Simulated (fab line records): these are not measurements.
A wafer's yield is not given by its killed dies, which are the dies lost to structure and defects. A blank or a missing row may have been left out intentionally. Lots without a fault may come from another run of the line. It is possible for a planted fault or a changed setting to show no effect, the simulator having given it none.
Which tool was responsible? / flow sky130 / 13 lots with 39 wafers sampled at 5 steps, on a route of 708 steps

== WHAT THE GAUGES SHOWED, per wafer ==
SKY_LDD_HVN_OVL_MEAS_07.
lot=L154; measured=day 20 19:07; on=overlay-01; LDD_HVN_OVL (nm)=2.3 1.3 1.7
lot=L155; measured=day 21 00:22; on=overlay-02; LDD_HVN_OVL (nm)=0.5 0.4 1.9
lot=L158; measured=day 22 14:35; on=overlay-02; LDD_HVN_OVL (nm)=-3.7 -2.3 -3.3
lot=L159; measured=day 22 18:19; on=overlay-02; LDD_HVN_OVL (nm)=0.2 0.1 0.7
lot=L161; measured=day 23 02:50; on=overlay-01; LDD_HVN_OVL (nm)=-0.2 -2.5 -1.7
lot=L162; measured=day 23 18:20; on=overlay-02; LDD_HVN_OVL (nm)=-0.2 -0.9 1.8
lot=L166; measured=day 25 05:08; on=overlay-01; LDD_HVN_OVL (nm)=1.0 -0.5 -0.2
lot=L168; measured=day 25 14:58; on=overlay-01; LDD_HVN_OVL (nm)=1.2 0.6 0.4
lot=L171; measured=day 26 12:35; on=overlay-01; LDD_HVN_OVL (nm)=-2.7 -2.4 -2.6
lot=L173; measured=day 27 05:50; on=overlay-02; LDD_HVN_OVL (nm)=-1.8 -0.1 -0.8
lot=L174; measured=day 27 21:38; on=overlay-01; LDD_HVN_OVL (nm)=-2.2 -0.7 -0.8
lot=L176; measured=day 28 05:10; on=overlay-02; LDD_HVN_OVL (nm)=-1.7 1.4 -0.3
lot=L177; measured=day 28 07:26; on=overlay-01; LDD_HVN_OVL (nm)=1.4 0.6 1.7

SKY_LDD_HVN_TW_MEAS_10.
lot=L154; measured=day 20 19:24; on=film-metro-03; LDD_HVN_TW=1440 1429 1437
lot=L155; measured=day 21 00:39; on=film-metro-01; LDD_HVN_TW=1446 1440 1446
lot=L158; measured=day 22 14:53; on=film-metro-02; LDD_HVN_TW=1418 1419 1422
lot=L159; measured=day 22 18:35; on=film-metro-02; LDD_HVN_TW=1415 1426 1431
lot=L161; measured=day 23 03:07; on=film-metro-02; LDD_HVN_TW=1428 1428 1425
lot=L162; measured=day 23 18:37; on=film-metro-01; LDD_HVN_TW=1431 1434 1430
lot=L166; measured=day 25 05:25; on=film-metro-01; LDD_HVN_TW=1435 1450 1449
lot=L168; measured=day 25 15:15; on=film-metro-02; LDD_HVN_TW=1426 1421 1431
lot=L171; measured=day 26 12:53; on=film-metro-02; LDD_HVN_TW=1426 1426 1427
lot=L173; measured=day 27 06:08; on=film-metro-02; LDD_HVN_TW=1429 1430 1427
lot=L174; measured=day 27 21:56; on=film-metro-03; LDD_HVN_TW=1446 1452 1442
lot=L176; measured=day 28 05:28; on=film-metro-02; LDD_HVN_TW=1430 1430 1435
lot=L177; measured=day 28 07:44; on=film-metro-02; LDD_HVN_TW=1435 1434 1431

SKY_LDD_HVP_TW_MEAS_10.
lot=L154; measured=day 22 01:50; on=film-metro-04; LDD_HVP_TW=462 460 462
lot=L155; measured=day 22 06:58; on=film-metro-02; LDD_HVP_TW=450 450 452
lot=L158; measured=day 23 20:43; on=film-metro-02; LDD_HVP_TW=452 451 452
lot=L159; measured=day 24 00:19; on=film-metro-02; LDD_HVP_TW=448 448 448
lot=L161; measured=day 24 08:52; on=film-metro-01; LDD_HVP_TW=455 455 457
lot=L162; measured=day 25 00:00; on=film-metro-04; LDD_HVP_TW=463 460 461
lot=L166; measured=day 26 10:52; on=film-metro-02; LDD_HVP_TW=455 454 455
lot=L168; measured=day 26 20:43; on=film-metro-02; LDD_HVP_TW=456 457 453
lot=L171; measured=day 27 19:43; on=film-metro-04; LDD_HVP_TW=458 462 460
lot=L173; measured=day 28 09:37; on=film-metro-02; LDD_HVP_TW=458 456 453
lot=L174; measured=day 29 02:34; on=film-metro-02; LDD_HVP_TW=452 453 449
lot=L176; measured=day 29 10:11; on=film-metro-01; LDD_HVP_TW=455 455 454
lot=L177; measured=day 29 12:01; on=film-metro-02; LDD_HVP_TW=451 454 449

SKY_LDD_LDN_TW_MEAS_13.
lot=L154; measured=day 23 08:29; on=film-metro-03; LDD_LDN_TW=1483 1486 1486
lot=L155; measured=day 23 13:51; on=film-metro-04; LDD_LDN_TW=1501 1489 1501
lot=L158; measured=day 25 02:33; on=film-metro-03; LDD_LDN_TW=1482 1484 1479
lot=L159; measured=day 25 06:23; on=film-metro-04; LDD_LDN_TW=1594 1602 1587
lot=L161; measured=day 25 14:47; on=film-metro-04; LDD_LDN_TW=1498 1500 1494
lot=L162; measured=day 26 05:51; on=film-metro-04; LDD_LDN_TW=1509 1501 1504
lot=L166; measured=day 27 16:02; on=film-metro-01; LDD_LDN_TW=1477 1478 1472
lot=L168; measured=day 28 02:07; on=film-metro-01; LDD_LDN_TW=1572 1579 1575
lot=L171; measured=day 29 00:14; on=film-metro-04; LDD_LDN_TW=1486 1494 1487
lot=L173; measured=day 29 14:15; on=film-metro-03; LDD_LDN_TW=1478 1476 1485
lot=L174; measured=day 30 07:02; on=film-metro-04; LDD_LDN_TW=1490 1492 1496
lot=L176; measured=day 30 14:26; on=film-metro-01; LDD_LDN_TW=1481 1480 1478
lot=L177; measured=day 30 16:24; on=film-metro-03; LDD_LDN_TW=1474 1483 1486

== TOOL THAT RAN EACH LOT (tool first, then ch and the chambers of the sampled wafers, then the start) ==
lot=L154; SKY_LDD_LDN_IMPLANT_11=implanter-01 ch 0, day 23 08:14
lot=L155; SKY_LDD_LDN_IMPLANT_11=implanter-02 ch 0, day 23 13:37
lot=L158; SKY_LDD_LDN_IMPLANT_11=implanter-01 ch 0, day 25 02:19
lot=L159; SKY_LDD_LDN_IMPLANT_11=implanter-02 ch 0, day 25 05:49
lot=L161; SKY_LDD_LDN_IMPLANT_11=implanter-01 ch 0, day 25 14:32
lot=L162; SKY_LDD_LDN_IMPLANT_11=implanter-02 ch 0, day 26 05:36
lot=L166; SKY_LDD_LDN_IMPLANT_11=implanter-02 ch 0, day 27 15:47
lot=L168; SKY_LDD_LDN_IMPLANT_11=implanter-01 ch 0, day 28 01:31
lot=L171; SKY_LDD_LDN_IMPLANT_11=implanter-02 ch 0, day 28 23:59
lot=L173; SKY_LDD_LDN_IMPLANT_11=implanter-02 ch 0, day 29 14:01
lot=L174; SKY_LDD_LDN_IMPLANT_11=implanter-02 ch 0, day 30 06:47
lot=L176; SKY_LDD_LDN_IMPLANT_11=implanter-01 ch 0, day 30 14:13
lot=L177; SKY_LDD_LDN_IMPLANT_11=implanter-01 ch 0, day 30 16:09
- SKY_LDD_LDN_IMPLANT_11

== AS READ BY THE TOOLS THEMSELVES (means over the sampled wafers that have a number; for cases with no such wafer, the mark the record gives instead) ==
SKY_LDD_LDN_IMPLANT_11.
lot=L154; tool=implanter-01; end-station-pressure-torr (Torr)=5.02e-06
lot=L155; tool=implanter-02; end-station-pressure-torr (Torr)=5.17e-06
lot=L158; tool=implanter-01; end-station-pressure-torr (Torr)=5.25e-06
lot=L159; tool=implanter-02; end-station-pressure-torr (Torr)=5.14e-06
lot=L161; tool=implanter-01; end-station-pressure-torr (Torr)=5.21e-06
lot=L162; tool=implanter-02; end-station-pressure-torr (Torr)=5.20e-06
lot=L166; tool=implanter-02; end-station-pressure-torr (Torr)=4.97e-06
lot=L168; tool=implanter-01; end-station-pressure-torr (Torr)=5.17e-06
lot=L171; tool=implanter-02; end-station-pressure-torr (Torr)=5.23e-06
lot=L173; tool=implanter-02; end-station-pressure-torr (Torr)=5.18e-06
lot=L174; tool=implanter-02; end-station-pressure-torr (Torr)=4.85e-06
lot=L176; tool=implanter-01; end-station-pressure-torr (Torr)=5.38e-06
lot=L177; tool=implanter-01; end-station-pressure-torr (Torr)=5.13e-06

== THE ANSWER, worked out from the rows above alone ==
Rule: usual is defined by the lots themselves. Put in order of their means at a reading, lots are off if they are a third of the lots or fewer, leave a main group of 4 or more, and stand apart from it by a gap of 3 or more times the standard deviation of the main group's means; of several such gaps the widest counts. A main group whose means are all the same, to the digits that the tables above print for the reading, isn't used. A lot without any number at a reading at which 4 lots or more have one is off too. All remaining lots with rows at the step are treated as sound. After the gauges, taken in route order, come the tools' own readings; for these a lot's mean is taken, as printed above. The first step at which some lot is off is used, and at that step the reading that is off furthest; a lot without a number counts as furthest.
Off: L159, L168, at SKY_LDD_LDN_TW_MEAS_13 (LDD_LDN_TW). The main group has a mean of 1488 with a standard deviation of 8.8.
A tool fits if, at a process step before that reading, it ran every lot that is off, and no sound lot after the first of them. Gauges at SKY_LDD_LDN_TW_MEAS_13: tried the same way as those tools. Not one of the candidates tried fits.

== WHAT WAS PUT IN BY THE SIMULATOR ==
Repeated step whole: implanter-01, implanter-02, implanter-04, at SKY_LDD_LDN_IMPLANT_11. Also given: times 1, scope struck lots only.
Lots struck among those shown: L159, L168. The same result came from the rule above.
